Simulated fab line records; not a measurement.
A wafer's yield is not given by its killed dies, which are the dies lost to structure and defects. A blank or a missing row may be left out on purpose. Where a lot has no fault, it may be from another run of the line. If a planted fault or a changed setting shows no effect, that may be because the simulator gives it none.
Comparing a struck lot with a sound one -- flow sky130 -- 14 steps out of a route of 708
Sound: wafers L732.1, L732.2, L732.6. Struck: wafer L741.1 (L741.5, L741.6, from the same lot, were not struck and are left out); the cause is given at the end.
At each step with rows: each side's tool, then ch and its chambers, then its first start. Under that, the readings that differ: sound wafers -- struck wafers -- difference of the means -- sigmas: that difference in standard deviations of wafers without a fault.
alike: words and numbers the same on both sides, and readings whose means are apart by under 2 such deviations; not compared: readings that were withheld, readings missing a value for some wafer, numbers with overlapping values and no deviation given by the record, and bounds like >300 which may hide the same value.
Wherever a step has rows on one side only, a row that says differs or no value, or a row with sigmas, the two part there. Numbers that have no deviation but don't overlap get no sigmas and don't part them. Lack of a reading on every wafer of one side parts them only where that side has two or more wafers.

SKY_LOCAL_INTERCONNECT_THK_MEAS_02: measures by xrf.
  struck on film_metro-02, day 33 03:12; sound on film_metro-03, day 31 09:20
  alike: LOCAL_INTERCONNECT_TIN_THK
then, 8 steps without rows for these wafers: SKY_LOCAL_INTERCONNECT_DEHYDRATE_03 (time 60 s); SKY_LOCAL_INTERCONNECT_HMDS_04 (prime time 60 s); SKY_LOCAL_INTERCONNECT_COAT_05 (resist thk 60 nm); SKY_LOCAL_INTERCONNECT_COAT_06 (resist thk 450 nm); SKY_LOCAL_INTERCONNECT_SOFTBAKE_07 (time 90 s); SKY_LOCAL_INTERCONNECT_EXPOSE_08 (exposes mask LI1M, target cd 170 nm); SKY_LOCAL_INTERCONNECT_PEB_09; SKY_LOCAL_INTERCONNECT_DEVELOP_10 (develop time 60 s).
SKY_LOCAL_INTERCONNECT_CD_MEAS_11: target cd 170 nm.
  struck on cd_sem-01, day 34 05:46; sound on cd_sem-01, day 32 11:25
  alike: cd_nm
SKY_LOCAL_INTERCONNECT_OVL_MEAS_12:
  struck on overlay-02, day 34 05:53; sound on overlay-01, day 32 11:32
  alike: LOCAL_INTERCONNECT_OVL
SKY_LOCAL_INTERCONNECT_ETCH_13: etches BARC in N2/H2, stops on SiO2, time 45.9 s, target depth 60 nm.
  sound on rie_metal-04 ch 0,1, day 32 11:34; struck on rie_metal-03 ch 0, day 34 05:56
reading,sound,struck,difference,sigmas
oes_product_au (a.u.),0.861 0.858 0.853,0.846,-0.011,-3
  alike: drypump_motor_current_A, throttle_valve_pct
  not compared: rf_hours_counter_h
SKY_LOCAL_INTERCONNECT_METAL_ETCH_14: etches TiN in Cl2/BCl3, stops on PSG, target depth 110 nm, time 31.4 s.
  sound on rie_metal-04 ch 0,1, day 32 11:38; struck on rie_metal-03 ch 0, day 34 05:59
reading,sound,struck,difference,sigmas
oes_product_au (a.u.),0.931 0.942 0.934,0.913,-0.023,-3
model.KrF-thick_of_LOCAL_INTERCONNECT_COAT_06.thk_nm (nm),347 346.7 344.8,353.3,+7.1,
model.LOCAL_INTERCONNECT.feature_depth_nm (nm),99.66 100.6 99.04,95.57,-4.20,
model.etch.depth_nm (nm),99.66 100.6 99.04,95.57,-4.20,
  alike: bcl3_flow_sccm, drypump_motor_current_A, throttle_valve_pct
  not compared: rf_hours_counter_h
SKY_LOCAL_INTERCONNECT_STRIP_15: strips in O2/N2.
  sound on plasma_asher-01 ch 0,1, day 32 11:41; struck on plasma_asher-01 ch 1, day 34 06:02
reading,sound,struck,difference,sigmas
strip_time_to_endpoint_s (s),4.687 4.700 4.682,4.778,+0.088,+4
  alike: drypump_motor_current_A, oes_product_au
  not compared: rf_hours_counter_h

## WHERE THEY PART
Earliest at SKY_LOCAL_INTERCONNECT_ETCH_13; latest, in this record, at SKY_LOCAL_INTERCONNECT_STRIP_15.

WHY: the cause the simulator had injected
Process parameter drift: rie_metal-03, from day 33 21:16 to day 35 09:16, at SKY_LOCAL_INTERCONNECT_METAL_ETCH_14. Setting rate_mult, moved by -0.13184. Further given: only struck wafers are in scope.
